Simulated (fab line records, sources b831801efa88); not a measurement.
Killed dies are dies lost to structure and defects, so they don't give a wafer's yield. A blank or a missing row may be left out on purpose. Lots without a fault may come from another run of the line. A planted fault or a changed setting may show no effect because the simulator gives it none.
fab line records | flow sky130
record lots=7 wafers=21 last_day=50
route steps=708 shown RES_PROTECT@214 POLY_GATE@217 PAD_OPEN@708
lots that met no fault: from a run of the same line without faults
start_h: hours from the record's first day to the start of the lot's first wafer shown | wait_h: hours since the lot's step before | " the same as in the row above | L1.1+2: a row that stands for several wafers | - no value, or no start given | * or withheld: withheld | < > ~ a bound
route shown NAME@n: a module of which the file shows steps, and the number in the route of the first | usual: mean/standard deviation of fault-free wafers | same: alike in all rows | chamber/n: place in a boat | sites: the reading at each site | _std_site: their standard deviation | _edge_site: outer sites' mean less inner sites' | radius_mm: how far each site lies from the wafer's centre | mask NAME#n: copy n | behind: the tool/chamber that last shaped the wafer | hold: why the lot was held/for how many hours/how that ended | device: the transistor (n, p or np) that didn't switch | end of line: the same wafers' tests at the end of the route | a step without rows: its recipe alone | killed: dies lost to structure and defects at the first sort, not the wafer's yield | map: a wafer's dies, x killed, . not, _ none there
set.NAME: the setting as run; set.NAME@STEP: as run at that earlier step | model.NAME: the simulator's own value behind a step, which no gauge read
lots at some steps of the route; a table a step, a row a wafer
services: from which hour (start_h, from the record's first day; less than 0 if before it) a tool's chamber was out of use, for how many hours, and why
## steps
# step SKY_RES_PROTECT_STRIP_07
# recipe chemistry=O2/N2 power_w=1400 pressure_mtorr=1500 platen_temp_c=withheld o2_flow_sccm=3000 n2_flow_sccm=300 overash_fraction=0.5
# usual drypump_motor_current_A=5.9/0.45 oes_product_au=0.517/0.0048 strip_time_to_endpoint_s=23.31/0.04
# columns lot.wafer tool chamber start_h wait_h drypump_motor_current_A oes_product_au rf_hours_counter_h strip_time_to_endpoint_s
L852.2 plasma_asher-03 1 374.15 0.1 5.5 0.518 22 23.27
L852.5 " 1 " " 5.5 0.523 - 23.31
L852.6 " 0 " " 6.1 0.521 - 23.31
L854.1 plasma_asher-03 0 388.55 0.1 6.1 0.511 24 23.35
L854.4 " 0 " " 6.1 0.516 - 23.29
L854.6 " 1 " " 5.5 0.515 - 23.28
L855.1 plasma_asher-03 1 407.94 0.1 5.5 0.519 26 23.27
L855.3 " 0 " " 6.1 0.519 - 23.30
L855.6 " 1 " " 5.5 0.519 - 23.28
L856.1 plasma_asher-01 0 409.23 0.1 6.7 0.520 64 23.35
L856.2 " 1 " " 5.7 0.521 64 23.36
L856.5 " 1 " " 5.7 0.516 - 23.39
L867.3 plasma_asher-02 1 505.12 0.1 6.2 0.516 - 23.29
L867.4 " 0 " " 5.4 0.521 - 23.34
L867.5 " 0 " " 5.4 0.517 - 23.35
L869.2 plasma_asher-01 0 515.25 0.1 6.8 0.527 75 23.32
L869.3 " 1 " " 5.7 0.523 - 23.35
L869.5 " 0 " " 6.7 0.519 - 23.28
L871.1 plasma_asher-01 0 528.74 0.1 6.8 0.512 76 23.26
L871.3 " 1 " " 5.7 0.521 - 23.27
L871.4 " 0 " " 6.7 0.521 - 23.26
# step SKY_RES_PROTECT_TW_MEAS_08
# usual POLY_GATE_TW=4067/62
# columns lot.wafer tool chamber start_h wait_h POLY_GATE_TW
L852.2 film_metro-01 - 374.26 0.1 4123
L852.5 " - " " 4131
L852.6 " - " " 4144
L854.1 film_metro-01 - 388.65 0.1 4144
L854.4 " - " " 4166
L854.6 " - " " 4134
L855.1 film_metro-04 - 408.04 0.1 4004
L855.3 " - " " 4005
L855.6 " - " " 3997
L856.1 film_metro-01 - 409.33 0.1 4173
L856.2 " - " " 4175
L856.5 " - " " 4165
L867.3 film_metro-01 - 505.21 0.1 4148
L867.4 " - " " 4160
L867.5 " - " " 4162
L869.2 film_metro-03 - 515.36 0.1 4035
L869.3 " - " " 4040
L869.5 " - " " 4057
L871.1 film_metro-01 - 528.84 0.1 4115
L871.3 " - " " 4117
L871.4 " - " " 4118
# step SKY_RES_PROTECT_CLEAN_09
# recipe chemistry=SC1/SC2 mix=1:4:20 temp_c=70 time_s=150 dry=n2_spin
# step SKY_POLY_GATE_CVD_03
# recipe material=Si3N4 precursor=DCS/NH3 target_thk_nm=75 temp_c=770 time_s=1290 pressure_mtorr=250
# step SKY_POLY_GATE_THK_MEAS_04
# recipe reads=Si3N4_of_POLY_GATE_CVD_03
# usual POLY_GATE_CVD_03_THK=75.1/0.66
# columns lot.wafer tool chamber start_h wait_h POLY_GATE_CVD_03_THK[nm]
L852.2 film_metro-04 - 377.59 0.0 74.8
L852.5 " - " " 74.8
L852.6 " - " " 74.8
L854.1 film_metro-02 - 390.12 0.0 74.7
L854.4 " - " " 74.4
L854.6 " - " " 74.7
L855.1 film_metro-04 - 411.30 0.0 74.4
L855.3 " - " " 74.4
L855.6 " - " " 75.4
L856.1 film_metro-03 - 411.30 0.0 75.8
L856.2 " - " " 75.7
L856.5 " - " " 75.7
L867.3 film_metro-03 - 506.68 0.0 73.6
L867.4 " - " " 73.0
L867.5 " - " " 73.5
L869.2 film_metro-03 - 516.83 0.0 75.6
L869.3 " - " " 76.3
L869.5 " - " " 76.1
L871.1 film_metro-03 - 530.99 0.0 75.3
L871.3 " - " " 74.5
L871.4 " - " " 74.8
# step SKY_POLY_GATE_DEHYDRATE_05
# recipe temp_c=200 time_s=60
# step SKY_POLY_GATE_HMDS_06
# recipe prime_time_s=60 prime_temp_c=120
# step SKY_POLY_GATE_COAT_07
# recipe resist=BARC temp_c=withheld time_s=withheld spin_rpm=3000 resist_thk_nm=110
# step SKY_POLY_GATE_COAT_08
# recipe resist=KrF-thick spin_rpm=3000 resist_thk_nm=450
# step SKY_POLY_GATE_SOFTBAKE_09
# recipe temp_c=100 time_s=90 resist=KrF-thick
# step SKY_POLY_GATE_EXPOSE_10
# recipe mask_id=P1M na=0.68 source_shape=conventional sigma_outer=0.6 target_cd_nm=150 dose_mj=28
# step SKY_POLY_GATE_PEB_11
# recipe peb_temp_c=withheld peb_time_s=withheld resist=KrF-thick
# step SKY_POLY_GATE_DEVELOP_12
# recipe develop_time_s=60 resist=KrF-thick dev_temp_c=21
# usual developer_temp_C=21.01/0.11
# columns lot.wafer tool chamber start_h wait_h developer_temp_C
L852.2 litho_track-04 0 406 - 20.99
L852.5 " 0 " " 20.96
L852.6 " 0 " " 20.92
L854.1 litho_track-04 0 419 - 18.83
L854.4 " 0 " " 18.89
L854.6 " 0 " " 18.80
L855.1 litho_track-04 0 440 - 18.84
L855.3 " 0 " " 18.87
L855.6 " 0 441 - 18.98
L856.1 litho_track-04 0 441 - 18.99
L856.2 " 0 " " 18.86
L856.5 " 0 " " 18.95
L867.3 litho_track-02 0 537 - 20.88
L867.4 " 0 " " 21.06
L867.5 " 0 " " 20.97
L869.2 litho_track-02 0 546 - 21.02
L869.3 " 0 " " 20.95
L869.5 " 0 " " 21.05
L871.1 litho_track-02 0 560 - 21.05
L871.3 " 0 " " 20.98
L871.4 " 0 " " 21.00
# step SKY_POLY_GATE_CD_MEAS_13
# recipe target_cd_nm=150
# usual cd_nm=149.5/1.6
# columns lot.wafer tool chamber start_h wait_h cd_nm
L852.2 cd_sem-01 - 406.61 - 148.2
L852.5 " - " " 149.2
L852.6 " - " " 148.8
L854.1 cd_sem-01 - 419.19 - 152.1
L854.4 " - " " 150.3
L854.6 " - " " 151.3
L855.1 cd_sem-02 - 441.09 - 149.9
L855.3 " - " " 151.1
L855.6 " - " " 150.7
L856.1 cd_sem-02 - 441.44 - 155.4
L856.2 " - " " 155.2
L856.5 " - " " 153.6
L867.3 cd_sem-02 - 537.37 - 149.1
L867.4 " - " " 149.8
L867.5 " - " " 150.5
L869.2 cd_sem-01 - 547.05 - 148.3
L869.3 " - " " 148.2
L869.5 " - " " 149.6
L871.1 cd_sem-01 - 560.33 - 148.4
L871.3 " - " " 147.7
L871.4 " - " " 147.5
# step SKY_PAD_OPEN_PROBE_99
# usual killed_at_M0_to_M3=44/6.6 killed_at_M4_up=3.4/1.9 killed_at_contacts=25/5.6 killed_at_front_end=15/4.6 killed_at_other=0.3/0.6 killed_dies=88/9.5 killed_open=47/7.1 killed_short=40/6.4
# same gross_dies=492 killed_at_back_side=0
# columns lot.wafer tool chamber start_h wait_h killed_at_M0_to_M3 killed_at_M4_up killed_at_contacts killed_at_front_end killed_at_other killed_dies killed_open killed_short
L856.1 prober-02 - 1121.08 0.1 39 5 28 19 0 91 48 43
L856.2 prober-02 - 1121.13 0.1 34 3 20 13 0 70 35 35
L856.5 prober-02 - 1121.28 0.2 39 4 25 22 0 90 45 45
# killed by level:class
L856.1 VIA1:geometric_particle:open=15 CONTACT:geometric_particle:open=8 CONTACT:geometric_particle:short=7 FIELD_ISO:geometric_particle:short=6 FIELD_ISO:geometric_particle:open=5 LI_CONTACT:geometric_particle:open=5 METAL1:geometric_particle:short=5 LOCAL_INTERCONNECT:geometric_particle:short=4
L856.2 VIA1:geometric_particle:open=9 LI_CONTACT:geometric_particle:open=9 POLY_GATE:geometric_particle:short=6 METAL2:geometric_particle:short=6 VIA2:geometric_particle:open=6 CONTACT:geometric_particle:open=5 CONTACT:geometric_particle:short=4 FIELD_ISO:geometric_particle:short=3
L856.5 VIA1:geometric_particle:open=10 LI_CONTACT:geometric_particle:open=8 LOCAL_INTERCONNECT:geometric_particle:short=6 VIA2:geometric_particle:open=6 POLY_GATE:geometric_particle:short=5 POLY_GATE:geometric_particle:open=5 VIA1:geometric_particle:short=5 CONTACT:geometric_particle:short=5
## services
# columns tool chamber start_h hours kind
plasma_asher-02 - 388.68 0.5 repair
plasma_asher-02 - 392.85 4.4 repair
plasma_asher-02 - 555.92 4.4 repair
## key
first_sign step=SKY_POLY_GATE_DEVELOP_12 reading=developer_temp_C direction=down sigmas=19 usual=* struck=*
effect step=SKY_POLY_GATE_CD_MEAS_13 reading=cd_nm direction=up sigmas=1.6 usual=149.5 struck=152.2
met_at SKY_POLY_GATE_DEVELOP_12
struck_wafers L854.1,L854.4,L854.6,L855.1,L855.3,L855.6,L856.1,L856.2,L856.5
tester_left_out L854,L855,L856
onset_between 406 419
fault kind=process_parameter_drift tool=litho_track-04 chamber=- onset_h=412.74 steps=SKY_POLY_GATE_DEVELOP_12 channel=dev_temp_c offset=* shape=step end_h=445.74 acts_in=* stated=*
# tester_left_out: of these lots the tester's yield and bins aren't shown, on N5 and GAA mostly nor the transistor test; their killed dies are dies lost to structure and defects alone, not to doping, threshold or leakage, so they don't give the yield
